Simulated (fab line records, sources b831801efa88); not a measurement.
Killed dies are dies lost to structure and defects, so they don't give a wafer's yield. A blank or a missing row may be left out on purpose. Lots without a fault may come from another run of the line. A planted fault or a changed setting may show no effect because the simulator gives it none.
Which tool did it? | flow gf180mcu | 14 lots, 42 wafers sampled, at 5 steps of a route of 602

WHAT THE GAUGES READ, wafer by wafer
GF_VT_IMPLANT_RS_MEAS_49: measures by four-point-probe. Usual: MVPSD_RS 1169 ohm/sq, standard deviation 3.
lot  | measured     | on            | MVPSD_RS (ohm/sq) | flag
L295 | day 7 13:23  | film_metro-02 | 1167 1169 1169    |
L298 | day 8 07:13  | film_metro-02 | 1168 1174 1172    |
L299 | day 8 11:51  | film_metro-04 | 1165 1170 1167    |
L300 | day 8 18:08  | film_metro-02 | 1170 1171 1168    |
L301 | day 8 21:24  | film_metro-01 | 1170 1173 1172    |
L303 | day 9 08:55  | film_metro-04 | 1171 1167 1168    |
L304 | day 9 15:26  | film_metro-04 | 1170 1172 1169    |
L305 | day 9 18:56  | film_metro-01 | 1173 1173 1170    |
L307 | day 10 08:38 | film_metro-04 | 1170 1166 1171    |
L309 | day 10 20:03 | film_metro-01 | 1166 1169 1165    |
L310 | day 11 06:10 | film_metro-01 | 1166 1169 1169    |
L311 | day 11 09:36 | film_metro-02 | - - -             | OFF
L314 | day 12 04:31 | film_metro-04 | 1169 1167 1165    |
L315 | day 12 12:16 | film_metro-04 | - - -             | OFF

GF_HV_LDD_OVL_MEAS_32. Usual: HV_LDD_02_OVL -0.1 nm, standard deviation 1.5.
lot  | measured     | on         | HV_LDD_02_OVL (nm) | flag
L295 | day 11 07:51 | overlay-01 | 0.2 0.9 0.8        |
L298 | day 11 23:16 | overlay-01 | 0.6 1.8 -0.3       |
L299 | day 12 09:47 | overlay-01 | -0.6 -1.0 -1.0     |
L300 | day 12 17:19 | overlay-02 | 2.0 0.3 1.3        |
L301 | day 12 23:13 | overlay-02 | 0.4 -1.8 1.4       |
L303 | day 13 19:08 | overlay-02 | 2.8 2.6 0.3        |
L304 | day 14 08:09 | overlay-01 | -0.2 -1.6 0.6      |
L305 | day 14 08:21 | overlay-02 | -0.3 0.8 0.6       |
L307 | day 14 21:17 | overlay-02 | 1.5 1.8 1.9        |
L309 | day 15 16:32 | overlay-01 | -0.4 -0.9 0.0      |
L310 | day 16 11:32 | overlay-02 | 1.2 -2.0 -0.1      |
L311 | day 16 11:49 | overlay-02 | -1.0 0.7 -1.1      |
L314 | day 17 08:47 | overlay-01 | 0.9 1.0 2.9        |
L315 | day 17 15:21 | overlay-02 | -3.1 -2.4 -2.5     |

GF_HV_LDD_CD_MEAS_46: target cd 400 nm. Usual: cd_nm 400.2 nm, standard deviation 2.
lot  | measured     | on        | cd_nm (nm)        | flag
L295 | day 12 03:11 | cd_sem-02 | 396.7 398.0 397.8 |
L298 | day 12 19:46 | cd_sem-01 | 400.6 400.3 402.7 |
L299 | day 13 06:14 | cd_sem-01 | 400.7 401.3 400.2 |
L300 | day 13 13:45 | cd_sem-01 | 401.6 398.7 399.7 |
L301 | day 13 20:04 | cd_sem-02 | 397.7 397.1 397.9 |
L303 | day 14 15:31 | cd_sem-02 | 401.9 401.9 401.3 |
L304 | day 15 05:10 | cd_sem-02 | 399.4 401.8 400.0 |
L305 | day 15 05:51 | cd_sem-01 | 398.1 399.7 397.7 |
L307 | day 15 19:50 | cd_sem-01 | 399.4 398.2 397.6 |
L309 | day 16 15:09 | cd_sem-01 | 399.9 397.8 400.1 |
L310 | day 17 11:32 | cd_sem-02 | 400.8 399.9 399.5 |
L311 | day 17 11:44 | cd_sem-01 | 396.8 397.7 400.0 |
L314 | day 18 08:34 | cd_sem-02 | 397.2 400.6 398.8 |
L315 | day 18 16:22 | cd_sem-01 | 397.7 398.1 400.4 |

GF_HV_LDD_OVL_MEAS_47. Usual: HV_LDD_03_OVL 0.4 nm, standard deviation 1.4.
lot  | measured     | on         | HV_LDD_03_OVL (nm) | flag
L295 | day 12 03:18 | overlay-02 | 0.5 0.9 0.6        |
L298 | day 12 19:52 | overlay-01 | -0.4 0.1 0.4       |
L299 | day 13 06:21 | overlay-01 | 0.3 -1.0 -0.6      |
L300 | day 13 13:52 | overlay-01 | -1.5 1.0 -1.5      |
L301 | day 13 20:08 | overlay-02 | 3.4 1.9 2.1        |
L303 | day 14 15:36 | overlay-02 | 0.1 -0.3 -1.2      |
L304 | day 15 05:15 | overlay-02 | -0.2 1.1 0.2       |
L305 | day 15 05:58 | overlay-02 | 0.5 -0.7 -1.6      |
L307 | day 15 19:57 | overlay-01 | 0.8 2.1 1.3        |
L309 | day 16 15:16 | overlay-02 | 1.9 2.5 -1.8       |
L310 | day 17 11:39 | overlay-01 | 0.2 -0.4 0.9       |
L311 | day 17 11:51 | overlay-02 | -1.9 -0.2 -2.1     |
L314 | day 18 08:41 | overlay-02 | -1.7 0.6 -1.8      |
L315 | day 18 16:28 | overlay-01 | -0.2 1.3 1.7       |

WHICH TOOL RAN EACH LOT (tool, then ch and the chambers of the sampled wafers, then the start)
lot  | GF_MVPSD_IMPLANT_09
L295 | implanter-02 ch 0, day 5 01:20
L298 | implanter-03 ch 0, day 5 18:40
L299 | implanter-02 ch 0, day 6 01:16
L300 | implanter-03 ch 0, day 6 11:08
L301 | implanter-01 ch 0, day 6 14:46
L303 | implanter-02 ch 0, day 7 03:38
L304 | implanter-02 ch 0, day 7 08:32
L305 | implanter-01 ch 0, day 7 13:40
L307 | implanter-01 ch 0, day 7 23:49
L309 | implanter-02 ch 0, day 8 07:59
L310 | implanter-02 ch 0, day 8 11:46
L311 | implanter-01 ch 0, day 8 15:11
L314 | implanter-02 ch 0, day 9 04:28
L315 | implanter-01 ch 0, day 9 09:16
- GF_MVPSD_IMPLANT_09

WHAT THE TOOLS THEMSELVES READ (means of the sampled wafers that have a number; where no wafer has one, the mark that the record gives instead)
GF_MVPSD_IMPLANT_09. Usual: end_station_pressure_torr 5.02e-06 Torr, standard deviation 2.5e-07; tilt_deg -0.001 degrees, standard deviation 0.019.
lot  | tool         | end_station_pressure_torr (Torr) | tilt_deg (degrees) | flag
L295 | implanter-02 | 5.01e-06                         | 0.021              |
L298 | implanter-03 | 5.06e-06                         | -0.008             |
L299 | implanter-02 | 5.13e-06                         | -0.009             |
L300 | implanter-03 | 4.92e-06                         | 0.009              |
L301 | implanter-01 | 5.24e-06                         | 0.001              |
L303 | implanter-02 | 4.95e-06                         | 0.020              |
L304 | implanter-02 | 5.06e-06                         | 0.021              |
L305 | implanter-01 | 4.85e-06                         | -0.001             |
L307 | implanter-01 | 5.28e-06                         | 0.001              |
L309 | implanter-02 | 4.95e-06                         | -0.024             |
L310 | implanter-02 | 5.00e-06                         | -0.013             |
L311 | implanter-01 | 4.96e-06                         | 13.060             | OFF
L314 | implanter-02 | 4.74e-06                         | 0.014              |
L315 | implanter-01 | 4.75e-06                         | 13.069             | OFF

THE ANSWER, worked out from the rows above alone
Rule: a lot is off if the mean of its wafers that have a number lies more than 3 standard deviations from the usual mean. A lot without any number at a reading at which 4 lots or more have one is off too. The other lots that the step has rows for count as sound. The gauges are gone through in route order, then the tools' own readings, and for those a lot's mean is taken as printed above. The first step at which some lot is off is used, and at that step the reading that is off furthest; a lot without a number counts as furthest.
Off: L311, L315, at GF_VT_IMPLANT_RS_MEAS_49 (MVPSD_RS). Without a number there: L311, L315.
A tool fits if, at a process step before that reading, it ran every lot that is off, and no sound lot after the first of them. The gauges at GF_VT_IMPLANT_RS_MEAS_49 aren't tried: what is off there is off at GF_MVPSD_IMPLANT_09 too, on other tools, and a gauge's error can't cause that. One fits: implanter-01 at GF_MVPSD_IMPLANT_09. Its last sound lot is L307 (day 7 23:49), its first lot that is off L311 (day 8 15:11): a fault that began between those two fits.
The tool's own readings at GF_MVPSD_IMPLANT_09 bear it out: on the lots that are off they differ by more than 5 times the standard deviation of the sound lots' means. tilt_deg reads 13.065 degrees there against 0.003 degrees on the sound lots.

WHAT THE SIMULATOR HAD PUT IN
Process parameter drift: implanter-01, from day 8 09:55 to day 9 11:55, at GF_MVPSD_IMPLANT_09. Setting tilt_deg, moved by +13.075, from 0. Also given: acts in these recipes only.
Lots struck among those shown: L311, L315. The rule above found the same.
